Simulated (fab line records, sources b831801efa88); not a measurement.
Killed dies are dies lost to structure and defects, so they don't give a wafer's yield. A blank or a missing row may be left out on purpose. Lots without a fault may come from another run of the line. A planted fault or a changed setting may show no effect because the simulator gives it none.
A struck lot beside a sound one | flow sky130 | 15 steps out of a route of 708
Sound: wafers L932.2, L932.4, L932.6. Struck: wafers L935.1, L935.4, L935.5. The cause comes at the end.
At each step with rows: each side's tool, then ch and its chambers, then its first start. Under that, the readings that differ: sound wafers | struck wafers | difference of the means | sigmas: that difference in standard deviations of wafers without a fault.
alike: readings whose means differ by less than 2 such deviations, and words and numbers that are the same on both sides. not compared: withheld readings, readings that some wafer has no value for, bounds like >300 that may hide the same value, and numbers for which the record gives no deviation and whose values overlap.
The two part at a step that has a row with sigmas, a row that says differs or no value, or rows on one side only. Numbers that don't overlap but have no deviation are shown without sigmas and don't part them. A reading that every wafer of one side lacks parts them only if that side has two wafers or more.

first, 3 steps without rows for these wafers: SKY_LDD_P_EXPOSE_04 (exposes mask PSDM, target cd 380 nm); SKY_LDD_P_PEB_05; SKY_LDD_P_DEVELOP_06 (develop time 60 s).
SKY_LDD_P_CD_MEAS_07: target cd 380 nm.
  sound on cd_sem-02, day 19 17:38; struck on cd_sem-02, day 20 14:20
  reading    | sound       | struck      | difference | sigmas
  cd_nm (nm) | 377 374 375 | 381 382 383 | +7         | +2
SKY_LDD_P_OVL_MEAS_08:
  sound on overlay-01, day 19 17:45; struck on overlay-01, day 20 14:28
  alike: LDD_P_OVL
then, 1 step without rows for these wafers: SKY_LDD_P_IMPLANT_09.
SKY_LDD_P_STRIP_10: strips in O2/N2.
  sound on plasma_asher-03 ch 0,1, day 19 17:56; struck on plasma_asher-04 ch 0,1, day 20 14:38
  alike: drypump_motor_current_A, oes_product_au, strip_time_to_endpoint_s
  not compared: rf_hours_counter_h
SKY_LDD_P_TW_MEAS_11:
  sound on film_metro-02, day 19 18:02; struck on film_metro-04, day 20 14:44
  alike: LDD_P_TW
then, 4 steps without rows for these wafers: SKY_LDD_HVN_DEHYDRATE_00 (time 60 s); SKY_LDD_HVN_HMDS_01 (prime time 60 s); SKY_LDD_HVN_COAT_02 (resist thk 300 nm); SKY_LDD_HVN_SOFTBAKE_03 (time 60 s).
SKY_LDD_HVN_EXPOSE_04: exposes mask HVNTM, target cd 700 nm.
  sound on iline_stepper-01 ch 0, day 20 08:41; struck on iline_stepper-01 ch 0, day 21 05:28
  reading | sound                   | struck                           | difference | sigmas
  mask    | HVNTM#0 HVNTM#0 HVNTM#0 | HVNTM_R1#0 HVNTM_R1#0 HVNTM_R1#0 | differs    |
  alike: focus_offset_nm
then, 1 step without rows for these wafers: SKY_LDD_HVN_PEB_05.
SKY_PAD_OPEN_PROBE_99:
  the record has rows for the sound wafers here (prober-01, day 46 10:03) and none for the struck ones

WHERE THEY PART
First at SKY_LDD_P_CD_MEAS_07; last, within this record, at SKY_PAD_OPEN_PROBE_99.

WHY: what the simulator had put in
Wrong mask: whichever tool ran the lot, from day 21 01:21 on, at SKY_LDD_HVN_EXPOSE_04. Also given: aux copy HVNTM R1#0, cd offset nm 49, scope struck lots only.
